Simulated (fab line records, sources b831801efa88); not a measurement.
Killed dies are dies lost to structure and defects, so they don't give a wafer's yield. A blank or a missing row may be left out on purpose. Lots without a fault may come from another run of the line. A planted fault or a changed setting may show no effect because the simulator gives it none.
Which tool did it? | flow sky130 | 12 lots, 36 wafers sampled, at 4 steps of a route of 708

WHAT THE GAUGES READ, wafer by wafer
SKY_LI_CONTACT_OVL_MEAS_13. Usual: LI_CONTACT_OVL 3 nm, standard deviation 5.7.
lot  | measured     | on         | LI_CONTACT_OVL (nm) | flag
L456 | day 29 18:29 | overlay-01 | -2 6 0              |
L457 | day 29 23:02 | overlay-01 | 17 12 9             |
L461 | day 31 08:59 | overlay-02 | -4 8 1              |
L462 | day 32 02:49 | overlay-01 | -4 0 0              |
L463 | day 32 17:07 | overlay-01 | 10 1 8              |
L466 | day 33 02:47 | overlay-01 | 7 10 2              |
L467 | day 33 10:46 | overlay-02 | 10 5 9              |
L469 | day 34 05:10 | overlay-01 | 7 -1 7              |
L471 | day 35 03:29 | overlay-02 | 0 8 2               |
L474 | day 35 16:47 | overlay-02 | 4 2 0               |
L475 | day 35 20:38 | overlay-02 | 2 -1 -1             |
L476 | day 36 03:08 | overlay-01 | 3 7 8               |

SKY_CONTACT_BOW_MEAS_05. Usual: CONTACT_BOW 81 um, standard deviation 6.2.
lot  | measured     | on            | CONTACT_BOW (um) | flag
L456 | day 31 01:19 | film_metro-04 | 93 84 83         |
L457 | day 31 06:10 | film_metro-03 | 88 80 80         |
L461 | day 32 15:43 | film_metro-04 | 81 85 80         |
L462 | day 33 10:08 | film_metro-01 | 81 85 81         |
L463 | day 33 22:11 | film_metro-01 | 78 81 82         |
L466 | day 34 08:13 | film_metro-01 | 77 73 89         |
L467 | day 34 16:15 | film_metro-04 | 80 82 79         |
L469 | day 35 11:41 | film_metro-04 | 71 80 82         |
L471 | day 36 08:50 | film_metro-03 | 74 83 79         |
L474 | day 36 21:13 | film_metro-03 | 82 88 73         |
L475 | day 37 01:25 | film_metro-01 | 91 87 86         |
L476 | day 37 08:08 | film_metro-04 | 81 87 82         |

WHICH TOOL RAN EACH LOT (tool, then ch and the chambers of the sampled wafers, then the start)
lot  | SKY_FIELD_ISO_ETCH_14             | SKY_LDD_P_STRIP_10
L456 | rie_diel-01 ch 0,2,3, day 2 12:48 | plasma_asher-04 ch 0,1, day 19 18:35
L457 | rie_diel-03 ch 2,3, day 2 17:18   | plasma_asher-04 ch 0,1, day 19 19:21
L461 | rie_diel-03 ch 0,1,2, day 3 11:57 | plasma_asher-02 ch 0,1, day 21 09:36
L462 | rie_diel-03 ch 0,2, day 3 17:03   | plasma_asher-02 ch 0,1, day 22 01:04
L463 | rie_diel-01 ch 1,3, day 4 01:05   | plasma_asher-04 ch 0,1, day 22 18:58
L466 | rie_diel-01 ch 1,2,3, day 4 14:46 | plasma_asher-04 ch 0,1, day 23 06:09
L467 | rie_diel-03 ch 0,3, day 4 18:51   | plasma_asher-04 ch 1, day 23 15:12
L469 | rie_diel-04 ch 1,3, day 5 04:10   | plasma_asher-03 ch 0,1, day 24 10:42
L471 | rie_diel-04 ch 1,2, day 5 19:50   | plasma_asher-02 ch 1, day 25 13:58
L474 | rie_diel-03 ch 1,2,3, day 6 09:14 | plasma_asher-02 ch 0,1, day 26 04:18
L475 | rie_diel-04 ch 0,1,2, day 6 12:43 | plasma_asher-04 ch 0,1, day 26 07:15
L476 | rie_diel-04 ch 0,1,3, day 6 19:07 | plasma_asher-02 ch 0,1, day 26 16:46
- SKY_FIELD_ISO_ETCH_14: etches BARC in N2/H2, stops on SiO2, time 44.48 s, target depth 60 nm.
- SKY_LDD_P_STRIP_10: strips in O2/N2.

WHAT THE TOOLS THEMSELVES READ (means of the sampled wafers that have a number; where no wafer has one, the mark that the record gives instead)
SKY_FIELD_ISO_ETCH_14. Usual: bias_w 99.98 W, standard deviation 0.29; drypump_motor_current_A 5.5 A, standard deviation 0.36; h2_flow_sccm 200.0 sccm, standard deviation 0.61; oes_product_au 0.869 a.u., standard deviation 0.0042; throttle_valve_pct 13.224 %, standard deviation 0.0082.
lot  | tool        | bias_w (W) | drypump_motor_current_A (A) | h2_flow_sccm (sccm) | oes_product_au (a.u.) | throttle_valve_pct (%) | flag
L456 | rie_diel-01 | 99.93      | 5.1                         | 200.1               | 0.867                 | 13.227                 |
L457 | rie_diel-03 | 100.08     | 5.7                         | 200.7               | 0.870                 | 13.229                 |
L461 | rie_diel-03 | 100.11     | 5.5                         | 200.1               | 0.865                 | 13.223                 |
L462 | rie_diel-03 | 99.86      | 5.7                         | 199.7               | 0.870                 | 13.222                 |
L463 | rie_diel-01 | 99.79      | 5.6                         | 200.3               | 0.867                 | 13.224                 |
L466 | rie_diel-01 | 100.24     | 5.5                         | 200.4               | 0.874                 | 13.217                 |
L467 | rie_diel-03 | 99.67      | 5.6                         | 199.9               | 0.870                 | 13.229                 |
L469 | rie_diel-04 | 100.04     | 5.7                         | 200.4               | 0.873                 | 13.222                 |
L471 | rie_diel-04 | 100.03     | 5.7                         | 200.1               | 0.873                 | 13.224                 |
L474 | rie_diel-03 | 99.84      | 5.5                         | 199.8               | 0.871                 | 13.231                 |
L475 | rie_diel-04 | 108.53     | 5.6                         | 200.0               | 0.873                 | 13.217                 | OFF
L476 | rie_diel-04 | 108.78     | 5.5                         | 199.8               | 0.873                 | 13.232                 | OFF

SKY_LDD_P_STRIP_10. Usual: drypump_motor_current_A 5.8 A, standard deviation 0.31; oes_product_au 0.715 a.u., standard deviation 0.0042; strip_time_to_endpoint_s 14.17 s, standard deviation 0.041.
lot  | tool            | drypump_motor_current_A (A) | oes_product_au (a.u.) | strip_time_to_endpoint_s (s) | flag
L456 | plasma_asher-04 | 5.4                         | 0.715                 | 14.21                        |
L457 | plasma_asher-04 | 5.6                         | 0.721                 | 14.21                        |
L461 | plasma_asher-02 | 5.9                         | 0.718                 | 14.16                        |
L462 | plasma_asher-02 | 5.9                         | 0.711                 | 14.16                        |
L463 | plasma_asher-04 | 5.4                         | 0.713                 | 14.23                        |
L466 | plasma_asher-04 | 5.4                         | 0.716                 | 14.15                        |
L467 | plasma_asher-04 | 5.7                         | 0.714                 | 14.16                        |
L469 | plasma_asher-03 | 6.1                         | 0.715                 | 14.21                        |
L471 | plasma_asher-02 | 6.2                         | 0.713                 | 14.19                        |
L474 | plasma_asher-02 | 6.0                         | 0.716                 | 14.16                        |
L475 | plasma_asher-04 | 5.6                         | 0.715                 | 14.13                        |
L476 | plasma_asher-02 | 6.0                         | 0.717                 | 14.14                        |

THE ANSWER, worked out from the rows above alone
Rule: a lot is off if the mean of its wafers that have a number lies more than 3 standard deviations from the usual mean. A lot without any number at a reading at which 4 lots or more have one is off too. The other lots that the step has rows for count as sound. The gauges are gone through in route order, then the tools' own readings, and for those a lot's mean is taken as printed above. The first step at which some lot is off is used, and at that step the reading that is off furthest; a lot without a number counts as furthest.
Off: L475, L476, at SKY_FIELD_ISO_ETCH_14 (bias_w).
A tool fits if, at that step or a process step before it, it ran every lot that is off, and no sound lot after the first of them. One fits: rie_diel-04 at SKY_FIELD_ISO_ETCH_14. Its last sound lot is L471 (day 5 19:50), its first lot that is off L475 (day 6 12:43): a fault that began between those two fits.
The tool's own readings at SKY_FIELD_ISO_ETCH_14 bear it out: on the lots that are off they differ by more than 5 times the standard deviation of the sound lots' means. bias_w reads 108.66 W there against 99.96 W on the sound lots.

WHAT THE SIMULATOR HAD PUT IN
Process parameter drift: rie_diel-04, from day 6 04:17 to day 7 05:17, at SKY_FIELD_ISO_ETCH_14. Setting bias_w, moved by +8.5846, from 100. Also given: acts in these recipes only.
Lots struck among those shown: L475, L476. The rule above found the same.
